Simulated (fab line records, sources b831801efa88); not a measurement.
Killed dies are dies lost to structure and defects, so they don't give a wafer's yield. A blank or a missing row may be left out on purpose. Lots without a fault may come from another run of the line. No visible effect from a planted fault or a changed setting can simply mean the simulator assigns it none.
One fault seen from 2 desks ; flow gf180mcu ; only its own numbers are on each desk; what lay behind them is given at the end

## METROLOGY DESK
Means of the sampled wafers that have a number, per lot and without regard to the tool the lot ran on: this is what the gauges read. Any lot whose mean is over 4 standard deviations away from the usual mean is out of limits and marked OUT; that distance is given in the brackets.
Columns: A = M2_OVL at GF_M2_OVL_MEAS_15, usual 2 nm; B = V4_CVD_02_THK at GF_V4_THK_MEAS_03, usual 850 nm
lot;first seen here;A;B
L776;day 19 03:20;-2;852
L778;day 19 23:56;8;841
L779;day 20 08:38;5;847
L780;day 20 20:23;4;858
L781;day 21 05:14;0;851
L783;day 21 18:11;2;852
L793;day 25 03:32;3;867
L794;day 25 13:17;4;845
L795;day 26 00:35;-6;856
L796;day 26 07:38;8;839
L797;day 26 13:47;1;855
L798;day 26 17:11;1;851
L799;day 27 02:05;-2;846
This desk's verdict: no lot among the 13 shows anything out of limits.

## TOOL OWNER'S DESK, cmp-01
The tool's own readings at GF_V3_CMP_26 (polishes, stops on SiO2, t overpolish 15 s, target thk 0 nm): means of the sampled wafers that have a number, for each lot that ran on this tool. Any lot whose mean is over 4 standard deviations away from the usual mean is out of limits and marked OUT; that distance is given in the brackets.
Columns: A = motorCurrentA at GF_V3_CMP_26, usual 11.1 A; B = overpolishRunS at GF_V3_CMP_26, usual 14.999 s; C = slurryFilterDpKPa at GF_V3_CMP_26, usual 13.50 kPa; D = timeToEndpointS at GF_V3_CMP_26, usual 84 s
lot;first seen here;A;B;C;D
L776;day 22 09:15;10.6;15.005;13.48;82
L778;day 23 04:07;11.2;15.010;13.41;85
L780;day 24 00:37;11.8;15.004;13.44;83
L781;day 24 08:18;11.5;15.005;13.41;81
L783;day 24 20:43;11.1;10.015 (-99 or more) OUT;13.49;103 (+5.3) OUT
L795;day 28 18:14;10.7;14.998;13.34;85
L797;day 29 06:37;11.1;14.995;13.56;87
L798;day 29 10:31;11.3;15.002;13.38;84
This desk's verdict: out of limits on L783, starting with L783 at day 24 20:43 (overpolishRunS at GF_V3_CMP_26). L776, L778, L780, L781, L795, L797, L798: within limits.

## PUT TOGETHER
The tool owner's desk could have raised an alarm at day 24 20:43, on L783.
From the metrology desk's view, nothing was out of limits.
The metrology desk has L783 on record, within its limits.
The lots listed all ran GF_V3_CMP_26 on cmp-01.

## WHAT THE SIMULATOR HAD PUT IN
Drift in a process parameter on cmp-01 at GF_V3_CMP_26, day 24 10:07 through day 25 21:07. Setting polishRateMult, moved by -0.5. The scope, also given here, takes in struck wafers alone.
Lots struck among those shown: L783.
Delay in hours, fault start to first out-of-limits reading, by desk: the tool owner's desk at 11.
